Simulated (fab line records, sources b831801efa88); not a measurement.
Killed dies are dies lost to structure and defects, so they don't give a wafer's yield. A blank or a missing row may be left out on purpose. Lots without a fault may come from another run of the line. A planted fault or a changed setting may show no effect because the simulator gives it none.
Which tool did it? | flow sky130 | 13 lots, 39 wafers sampled, at 2 steps of a route of 708

WHAT THE GAUGES READ, wafer by wafer
SKY_POLY_CUT_OVL_MEAS_09.
lot  | measured     | on         | POLY_CUT_OVL (nm)
L750 | day 24 14:04 | overlay-01 | -2 -2 -4
L751 | day 24 16:37 | overlay-01 | -11 -11 -8
L752 | day 25 06:10 | overlay-01 | 0 8 5
L755 | day 26 20:50 | overlay-01 | 1 -3 0
L756 | day 26 23:43 | overlay-02 | 3 6 3
L759 | day 27 23:46 | overlay-02 | 1 -7 -2
L760 | day 28 01:53 | overlay-01 | -5 -8 -8
L762 | day 28 15:49 | overlay-02 | -5 -9 -11
L764 | day 29 13:25 | overlay-01 | 5 -3 -3
L767 | day 30 00:51 | overlay-02 | 1 -2 -4
L768 | day 30 15:28 | overlay-01 | -6 1 1
L772 | day 31 20:43 | overlay-02 | -8 -5 -3
L773 | day 32 03:10 | overlay-02 | -2 -2 4

WHICH TOOL RAN EACH LOT (tool, then ch and the chambers of the sampled wafers, then the start)
lot  | SKY_LDD_LDN_STRIP_12
L750 | plasma_asher-03 ch 0,1, day 23 06:08
L751 | plasma_asher-04 ch 0,1, day 23 08:50
L752 | plasma_asher-03 ch 1, day 23 22:41
L755 | plasma_asher-02 ch 0,1, day 25 13:25
L756 | plasma_asher-03 ch 0,1, day 25 15:50
L759 | plasma_asher-04 ch 0,1, day 26 17:08
L760 | plasma_asher-04 ch 0,1, day 26 18:43
L762 | plasma_asher-03 ch 0, day 27 09:11
L764 | plasma_asher-04 ch 0,1, day 28 05:26
L767 | plasma_asher-02 ch 0,1, day 28 18:59
L768 | plasma_asher-03 ch 0,1, day 29 09:20
L772 | plasma_asher-04 ch 0,1, day 30 14:52
L773 | plasma_asher-02 ch 0,1, day 30 21:53
- SKY_LDD_LDN_STRIP_12: strips in O2/N2.

WHAT THE TOOLS THEMSELVES READ (means of the sampled wafers that have a number; where no wafer has one, the mark that the record gives instead)
SKY_LDD_LDN_STRIP_12.
lot  | tool            | drypump_motor_current_A (A) | oes_product_au (a.u.) | strip_time_to_endpoint_s (s)
L750 | plasma_asher-03 | 6.0                         | 0.722                 | 14.21
L751 | plasma_asher-04 | 5.2                         | 0.717                 | 14.19
L752 | plasma_asher-03 | 5.9                         | 0.718                 | 14.19
L755 | plasma_asher-02 | 5.1                         | 0.712                 | 14.22
L756 | plasma_asher-03 | 6.0                         | 0.715                 | 14.14
L759 | plasma_asher-04 | 5.2                         | 0.714                 | 14.18
L760 | plasma_asher-04 | 5.2                         | 0.716                 | 14.20
L762 | plasma_asher-03 | 6.1                         | 0.714                 | 14.19
L764 | plasma_asher-04 | 5.7                         | 0.718                 | 14.19
L767 | plasma_asher-02 | 5.1                         | 0.713                 | 14.16
L768 | plasma_asher-03 | 6.0                         | 0.716                 | 14.21
L772 | plasma_asher-04 | 5.7                         | 0.717                 | 14.18
L773 | plasma_asher-02 | 5.2                         | 0.717                 | 14.16

THE ANSWER, worked out from the rows above alone
Rule: what is usual is taken from the lots themselves. Put in order of their means at a reading, lots are off if they are a third of the lots or fewer, leave a main group of 4 or more, and stand apart from it by a gap of 3 or more times the standard deviation of the main group's means; of several such gaps the widest counts. A main group whose means are all the same, to the digits that the tables above print for the reading, isn't used. A lot without any number at a reading at which 4 lots or more have one is off too. The other lots that the step has rows for count as sound. The gauges are gone through in route order, then the tools' own readings, and for those a lot's mean is taken as printed above. The first step at which some lot is off is used, and at that step the reading that is off furthest; a lot without a number counts as furthest.
No lot is off at any reading shown: from this, nothing can be told.

WHAT THE SIMULATOR HAD PUT IN
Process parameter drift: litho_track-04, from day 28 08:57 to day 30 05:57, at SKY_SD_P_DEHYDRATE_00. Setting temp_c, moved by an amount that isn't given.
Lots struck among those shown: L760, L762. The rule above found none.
